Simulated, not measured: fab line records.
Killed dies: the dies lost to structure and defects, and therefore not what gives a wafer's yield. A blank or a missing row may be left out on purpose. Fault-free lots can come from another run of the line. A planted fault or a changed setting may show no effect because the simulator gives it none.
fab line records ; flow gf180mcu
record: lots: 11; wafers: 33; lastDay: 34
route steps=602 shown NSD@247 SAB@274 SALICIDE@284 V1@358
lots that met no fault: taken from a fault-free run of the same line
startH: the number of hours between the record's first day and the start of the first shown wafer of the lot ; waitH: hours since the lot's step before ; " unchanged from the row above ; L1.1+2: one row covering several wafers at once ; - value missing, or start not given ; * or withheld: withheld ; < > ~ a bound
route shown NAME@n: a module of which the file shows steps, and the number in the route of the first ; usual: the fault-free wafers' mean and standard deviation ; same: alike in all rows ; chamber/n: place in a boat ; sites: per-site readings ; _std_site: how widely they spread, as a standard deviation ; _edge_site: inner sites' mean taken away from outer sites' mean ; radiusMm: how far each site lies from the wafer's centre ; mask NAME#n: copy n ; behind: tool/chamber where the wafer was last shaped ; hold: the reason the lot was held/the length of the hold in hours/how it ended ; device: transistor that didn't switch, given as n, p or np ; end of line: tests run on the same wafers once the route is complete ; a step without rows: its recipe alone ; killed: dies lost to structure and defects at the first sort, not the wafer's yield ; map: per-die view of a wafer (x killed, . not killed, _ where there is no die)
set.NAME: the setting as run; set.NAME@STEP: as run at that earlier step ; model.NAME: the simulator's own value behind a step, which no gauge read
the route's steps for a sample of lots (tables are steps, rows are wafers)
services: from which hour (startH, from the record's first day; less than 0 if before it) a tool's chamber was out of use, for how many hours, and why
== steps ==
step: GF_NSD_TW_MEAS_12
usual: NSD_TW: 4208/30
lot.wafer;tool;chamber;startH;waitH;NSD_TW
L767.4;filmMetro-02;-;289.50;0.1;4197
L767.5;filmMetro-02;-;289.50;0.1;4203
L767.6;filmMetro-02;-;289.50;0.1;4197
L769.3;filmMetro-01;-;305.14;0.1;4173
L769.5;filmMetro-01;-;305.14;0.1;4143
L769.6;filmMetro-01;-;305.14;0.1;4138
L771.1;filmMetro-01;-;329.56;0.1;4159
L771.2;filmMetro-01;-;329.56;0.1;4173
L771.3;filmMetro-01;-;329.56;0.1;4179
L772.2;filmMetro-04;-;349.03;0.1;4258
L772.4;filmMetro-04;-;349.03;0.1;4252
L772.5;filmMetro-04;-;349.03;0.1;4249
L775.2;filmMetro-02;-;371.27;0.1;4208
L775.4;filmMetro-02;-;371.27;0.1;4207
L775.5;filmMetro-02;-;371.27;0.1;4196
L777.2;filmMetro-02;-;390.98;0.1;4213
L777.4;filmMetro-02;-;390.98;0.1;4211
L777.6;filmMetro-02;-;390.98;0.1;4225
L778.3;filmMetro-02;-;396.49;0.1;4200
L778.4;filmMetro-02;-;396.49;0.1;4229
L778.5;filmMetro-02;-;396.49;0.1;4209
L780.4;filmMetro-02;-;404.99;0.1;4224
L780.5;filmMetro-02;-;404.99;0.1;4239
L780.6;filmMetro-02;-;404.99;0.1;4225
L783.2;filmMetro-02;-;435.57;0.1;4218
L783.4;filmMetro-02;-;435.57;0.1;4232
L783.6;filmMetro-02;-;435.57;0.1;4216
L784.1;filmMetro-04;-;436.86;0.1;4232
L784.2;filmMetro-04;-;436.86;0.1;4221
L784.6;filmMetro-04;-;436.86;0.1;4228
L790.1;filmMetro-02;-;485.72;0.1;4220
L790.2;filmMetro-02;-;485.72;0.1;4209
L790.5;filmMetro-02;-;485.72;0.1;4204
step: GF_SAB_OVL_MEAS_10
usual: SAB_OVL: -0.5/1.4
lot.wafer;tool;chamber;startH;waitH;SAB_OVL[nm]
L767.4;overlay-01;-;331.81;0.1;0.6
L767.5;overlay-01;-;331.81;0.1;0.5
L767.6;overlay-01;-;331.81;0.1;2.3
L769.3;overlay-01;-;347.38;0.1;-0.5
L769.5;overlay-01;-;347.38;0.1;0.8
L769.6;overlay-01;-;347.38;0.1;-1.2
L771.1;overlay-02;-;373.79;0.1;-0.9
L771.2;overlay-02;-;373.79;0.1;-0.4
L771.3;overlay-02;-;373.79;0.1;-1.7
L772.2;overlay-01;-;393.79;0.1;-0.8
L772.4;overlay-01;-;393.79;0.1;0.2
L772.5;overlay-01;-;393.79;0.1;0.0
L775.2;overlay-01;-;417.58;0.1;-1.1
L775.4;overlay-01;-;417.58;0.1;0.0
L775.5;overlay-01;-;417.58;0.1;-0.1
L777.2;overlay-01;-;439.17;0.1;1.3
L777.4;overlay-01;-;439.17;0.1;2.7
L777.6;overlay-01;-;439.17;0.1;1.0
L778.3;overlay-01;-;442.74;0.1;0.4
L778.4;overlay-01;-;442.74;0.1;-0.7
L778.5;overlay-01;-;442.74;0.1;0.1
L780.4;overlay-02;-;454.33;0.1;-0.7
L780.5;overlay-02;-;454.33;0.1;0.0
L780.6;overlay-02;-;454.33;0.1;1.8
L783.2;overlay-02;-;484.68;0.1;-0.7
L783.4;overlay-02;-;484.68;0.1;-0.7
L783.6;overlay-02;-;484.68;0.1;0.1
L784.1;overlay-02;-;485.42;0.1;-2.4
L784.2;overlay-02;-;485.42;0.1;-1.2
L784.6;overlay-02;-;485.42;0.1;-1.1
L790.1;overlay-02;-;533.78;0.1;-2.1
L790.2;overlay-02;-;533.78;0.1;-3.5
L790.5;overlay-02;-;533.78;0.1;-2.6
step: GF_SALICIDE_RTA_06
recipe: tempC: 530; timeS: 30; ambient: N2
usual: lampPowerPct: 5.7/0.53; wafer_temp_C_max: 531.9/0.46
lot.wafer;tool;chamber;startH;waitH;lampPowerPct;wafer_temp_C_max
L767.4;rtpAnneal-01;0;332.48;0.1;5.2;532.3
L767.5;rtpAnneal-01;0;332.48;0.1;5.2;532.2
L767.6;rtpAnneal-01;0;332.48;0.1;5.2;532.2
L769.3;rtpAnneal-02;0;348.01;0.1;6.3;532.1
L769.5;rtpAnneal-02;0;348.01;0.1;6.3;532.4
L769.6;rtpAnneal-02;0;348.01;0.1;6.3;532.4
L771.1;rtpAnneal-02;0;374.45;0.1;6.3;532.5
L771.2;rtpAnneal-02;0;374.45;0.1;6.3;532.1
L771.3;rtpAnneal-02;0;374.45;0.1;6.3;532.3
L772.2;rtpAnneal-02;0;394.41;0.1;6.3;531.8
L772.4;rtpAnneal-02;0;394.41;0.1;6.3;531.9
L772.5;rtpAnneal-02;0;394.41;0.1;6.3;532.1
L775.2;rtpAnneal-01;0;418.37;0.1;5.2;531.5
L775.4;rtpAnneal-01;0;418.37;0.1;5.2;531.6
L775.5;rtpAnneal-01;0;418.37;0.1;5.2;531.1
L777.2;rtpAnneal-01;0;439.79;0.1;5.2;531.5
L777.4;rtpAnneal-01;0;439.79;0.1;5.2;532.2
L777.6;rtpAnneal-01;0;439.79;0.1;5.2;531.7
L778.3;rtpAnneal-02;0;443.37;0.1;6.3;531.8
L778.4;rtpAnneal-02;0;443.37;0.1;6.3;531.6
L778.5;rtpAnneal-02;0;443.37;0.1;6.3;531.3
L780.4;rtpAnneal-02;0;454.97;0.1;6.3;532.0
L780.5;rtpAnneal-02;0;454.97;0.1;6.3;531.8
L780.6;rtpAnneal-02;0;454.97;0.1;6.3;533.0
L783.2;rtpAnneal-01;0;485.37;0.1;5.2;532.4
L783.4;rtpAnneal-01;0;485.37;0.1;5.2;531.4
L783.6;rtpAnneal-01;0;485.37;0.1;5.2;532.0
L784.1;rtpAnneal-01;0;486.03;0.1;5.2;532.3
L784.2;rtpAnneal-01;0;486.03;0.1;5.2;531.5
L784.6;rtpAnneal-01;0;486.03;0.1;5.2;532.3
L790.1;rtpAnneal-01;0;534.38;0.1;5.2;532.2
L790.2;rtpAnneal-01;0;534.38;0.1;5.2;532.4
L790.5;rtpAnneal-01;0;534.38;0.1;5.2;532.0
step: GF_V1_CVD_23
recipe: material: W; targetThkNm: 350; timeS: 105.05; tempC: 400; pressureTorr: 40
usual: heaterPowerW: 840/120
lot.wafer;tool;chamber;startH;waitH;heaterPowerW
L767.4;cvdW-01;1;404.75;0.1;969
L767.5;cvdW-01;0;404.75;0.1;743
L767.6;cvdW-01;1;404.75;0.1;999
L769.3;cvdW-01;1;420.69;0.1;994
L769.5;cvdW-01;0;420.69;0.1;730
L769.6;cvdW-01;1;420.69;0.1;966
L771.1;cvdW-01;1;449.68;0.0;971
L771.2;cvdW-01;0;449.68;0.0;732
L771.3;cvdW-01;1;449.68;0.0;968
L772.2;cvdW-01;0;470.14;0.0;734
L772.4;cvdW-01;0;470.14;0.0;750
L772.5;cvdW-01;0;470.14;0.0;767
L775.2;cvdW-01;1;494.69;0.0;966
L775.4;cvdW-01;1;494.69;0.0;987
L775.5;cvdW-01;0;494.69;0.0;752
L777.2;cvdW-02;0;517.27;0.0;898
L777.4;cvdW-02;0;517.27;0.0;861
L777.6;cvdW-02;1;517.27;0.0;701
L778.3;cvdW-01;0;519.90;0.1;753
L778.4;cvdW-01;1;519.90;0.1;996
L778.5;cvdW-01;0;519.90;0.1;755
L780.4;cvdW-02;1;531.42;0.1;684
L780.5;cvdW-02;0;531.42;0.1;865
L780.6;cvdW-02;1;531.42;0.1;699
L783.2;cvdW-01;1;560.36;0.0;985
L783.4;cvdW-01;0;560.36;0.0;748
L783.6;cvdW-01;1;560.36;0.0;992
L784.1;cvdW-02;0;560.98;0.0;865
L784.2;cvdW-02;1;560.98;0.0;709
L784.6;cvdW-02;1;560.98;0.0;704
L790.1;cvdW-02;0;603.82;0.0;868
L790.2;cvdW-02;1;603.82;0.0;713
L790.5;cvdW-02;0;603.82;0.0;878
step: GF_V1_RS_MEAS_24
recipe: thkMeasGauge: four-point-probe; reads: W_of_V1_CVD_23+TiN_of_V1_SPUTTER_22+Ti_of_V1_SPUTTER_21
usual: V1_W_RS: 0.329/0.0036
lot.wafer;tool;chamber;startH;waitH;V1_W_RS[ohm/sq]
L767.4;filmMetro-04;-;404.89;0.1;0.326
L767.5;filmMetro-04;-;404.89;0.1;0.332
L767.6;filmMetro-04;-;404.89;0.1;0.326
L769.3;filmMetro-02;-;420.81;0.1;0.328
L769.5;filmMetro-02;-;420.81;0.1;0.335
L769.6;filmMetro-02;-;420.81;0.1;0.324
L771.1;filmMetro-03;-;449.80;0.1;0.324
L771.2;filmMetro-03;-;449.80;0.1;0.335
L771.3;filmMetro-03;-;449.80;0.1;0.329
L772.2;filmMetro-03;-;470.27;0.1;0.333
L772.4;filmMetro-03;-;470.27;0.1;0.332
L772.5;filmMetro-03;-;470.27;0.1;0.331
L775.2;filmMetro-04;-;494.82;0.1;0.333
L775.4;filmMetro-04;-;494.82;0.1;0.330
L775.5;filmMetro-04;-;494.82;0.1;0.332
L777.2;filmMetro-02;-;517.40;0.1;0.329
L777.4;filmMetro-02;-;517.40;0.1;0.332
L777.6;filmMetro-02;-;517.40;0.1;0.324
L778.3;filmMetro-03;-;520.02;0.1;0.334
L778.4;filmMetro-03;-;520.02;0.1;0.329
L778.5;filmMetro-03;-;520.02;0.1;0.330
L780.4;filmMetro-04;-;531.64;0.2;0.325
L780.5;filmMetro-04;-;531.64;0.2;0.328
L780.6;filmMetro-04;-;531.64;0.2;0.325
L783.2;filmMetro-03;-;560.50;0.1;0.330
L783.4;filmMetro-03;-;560.50;0.1;0.323
L783.6;filmMetro-03;-;560.50;0.1;0.238
L784.1;filmMetro-04;-;561.09;0.1;0.331
L784.2;filmMetro-04;-;561.09;0.1;0.324
L784.6;filmMetro-04;-;561.09;0.1;0.325
L790.1;filmMetro-02;-;603.94;0.1;0.335
L790.2;filmMetro-02;-;603.94;0.1;0.328
L790.5;filmMetro-02;-;603.94;0.1;0.333
step: GF_V1_THK_MEAS_25
recipe: thkMeasGauge: xrf; reads: W_of_V1_CVD_23
usual: V1_W_THK: 342/4.7
lot.wafer;tool;chamber;startH;waitH;V1_W_THK[nm]
L767.4;filmMetro-04;-;404.98;0.1;348
L767.5;filmMetro-04;-;404.98;0.1;340
L767.6;filmMetro-04;-;404.98;0.1;344
L769.3;filmMetro-02;-;420.91;0.1;338
L769.5;filmMetro-02;-;420.91;0.1;333
L769.6;filmMetro-02;-;420.91;0.1;345
L771.1;filmMetro-03;-;449.92;0.1;343
L771.2;filmMetro-03;-;449.92;0.1;334
L771.3;filmMetro-03;-;449.92;0.1;337
L772.2;filmMetro-03;-;470.38;0.1;338
L772.4;filmMetro-03;-;470.38;0.1;339
L772.5;filmMetro-03;-;470.38;0.1;338
L775.2;filmMetro-04;-;494.93;0.1;341
L775.4;filmMetro-04;-;494.93;0.1;342
L775.5;filmMetro-04;-;494.93;0.1;343
L777.2;filmMetro-02;-;517.51;0.1;338
L777.4;filmMetro-02;-;517.51;0.1;336
L777.6;filmMetro-02;-;517.51;0.1;344
L778.3;filmMetro-03;-;520.12;0.1;333
L778.4;filmMetro-03;-;520.12;0.1;336
L778.5;filmMetro-03;-;520.12;0.1;336
L780.4;filmMetro-04;-;531.73;0.1;346
L780.5;filmMetro-04;-;531.73;0.1;344
L780.6;filmMetro-04;-;531.73;0.1;346
L783.2;filmMetro-03;-;560.61;0.1;339
L783.4;filmMetro-03;-;560.61;0.1;345
L783.6;filmMetro-03;-;560.61;0.1;464
L784.1;filmMetro-04;-;561.21;0.1;342
L784.2;filmMetro-04;-;561.21;0.1;349
L784.6;filmMetro-04;-;561.21;0.1;348
L790.1;filmMetro-02;-;604.06;0.1;335
L790.2;filmMetro-02;-;604.06;0.1;341
L790.5;filmMetro-02;-;604.06;0.1;338
step: GF_V1_CMP_26
recipe: stopOn: SiO2; downForcePsi: 3.5; platenRpm: 60; tOverpolishS: 15; targetThkNm: 0; padVelocityMS: 0.94248
usual: motorCurrentA: 11.3/1.2; timeToEndpointS: 86/3.1
lot.wafer;tool;chamber;startH;waitH;motorCurrentA;timeToEndpointS
L767.4;cmp-01;1;405.06;0.1;10.7;87
L767.5;cmp-01;0;405.06;0.1;12.2;86
L767.6;cmp-01;1;405.06;0.1;11.0;86
L769.3;cmp-02;3;421.10;0.2;11.6;88
L769.6;cmp-02;0;421.10;0.2;9.6;91
L769.5;cmp-02;1;421.10;0.2;13.0;90
L771.2;cmp-02;0;449.98;0.0;10.3;85
L771.3;cmp-02;1;449.98;0.0;12.9;89
L771.1;cmp-02;3;449.98;0.0;12.1;85
L772.2;cmp-02;2;470.43;0.0;10.9;85
L772.4;cmp-02;3;470.43;0.0;11.8;83
L772.5;cmp-02;3;470.43;0.0;11.5;82
L775.4;cmp-02;0;494.98;0.0;10.0;85
L775.2;cmp-02;1;494.98;0.0;12.3;90
L775.5;cmp-02;1;494.98;0.0;12.8;89
L777.4;cmp-01;1;517.61;0.1;10.8;86
L777.2;cmp-01;3;517.61;0.1;10.2;85
L777.6;cmp-01;1;517.61;0.1;11.1;83
L778.3;cmp-01;2;520.16;0.0;9.7;79
L778.4;cmp-01;1;520.16;0.0;10.6;84
L778.5;cmp-01;2;520.16;0.0;9.9;86
L780.4;cmp-01;2;531.91;0.2;9.9;85
L780.5;cmp-01;3;531.91;0.2;10.0;82
L780.6;cmp-01;0;531.91;0.2;11.0;85
L783.4;cmp-01;2;560.71;0.1;10.0;87
L783.2;cmp-01;0;560.71;0.1;11.8;83
L783.6;cmp-01;2;560.71;0.1;9.8;117
L784.2;cmp-02;0;561.37;0.1;10.0;89
L784.1;cmp-02;1;561.37;0.1;12.9;86
L784.6;cmp-02;2;561.37;0.1;11.6;88
L790.1;cmp-02;1;604.17;0.1;13.4;86
L790.2;cmp-02;3;604.17;0.1;11.5;85
L790.5;cmp-02;1;604.17;0.1;13.6;87
== services ==
tool;chamber;startH;hours;kind
rtpAnneal-02;-;364.67;1.8;pm
cvdW-01;-;378.04;6.9;pm
cmp-02;-;389.79;3.3;pm
cvdW-02;-;390.00;14.0;pm
cvdW-02;0;390.00;14.0;ventCycle
cvdW-02;1;390.00;14.0;ventCycle
cvdW-02;0;404.00;-;clean
cvdW-02;1;404.00;-;clean
cmp-02;-;404.23;4.0;pm
cmp-02;-;407.11;0.5;repair
cmp-02;-;408.23;-;consumableReplace:conditioner
cmp-02;-;408.23;-;consumableReplace:pad
cmp-02;-;428.32;0.6;repair
cmp-01;-;438.27;1.6;repair
cmp-01;-;445.32;0.9;repair
cvdW-01;1;462.28;4.4;repair
cvdW-02;-;503.49;6.9;pm
cvdW-01;0;523.98;5.2;repair
cmp-01;-;572.00;4.0;pm
cmp-01;-;575.52;11.9;repair
cmp-01;-;576.00;-;consumableReplace:conditioner
cmp-01;-;576.00;-;consumableReplace:pad
cvdW-02;-;579.79;2.8;pm
cvdW-01;0;592.32;14.4;repair
== key ==
firstSign: step: GF_V1_RS_MEAS_24; reading: V1_W_RS; direction: down; sigmas: 26; usual: 0.329; struck: 0.238
effect: step: GF_V1_THK_MEAS_25; reading: V1_W_THK; direction: up; sigmas: 26; usual: 342; struck: 464
effect: step: GF_V1_CMP_26; reading: timeToEndpointS; direction: up; sigmas: 9.9; usual: *; struck: *
metAt GF_V1_CVD_23
struckLots L783
struckWafers L783.6
notActingAt GF_NSD_TW_MEAS_12,GF_SAB_OVL_MEAS_10,GF_SALICIDE_RTA_06
onsetBetween 519.90 560.36
fault: kind: processParameterDrift; tool: cvdW-01; chamber: -; onsetH: 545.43; steps: GF_V1_CVD_23; channel: targetThkNm; offset: 127.76; shape: step; endH: 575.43; scope: struckWafersOnly; actsIn: theseRecipesOnly; stated: 350
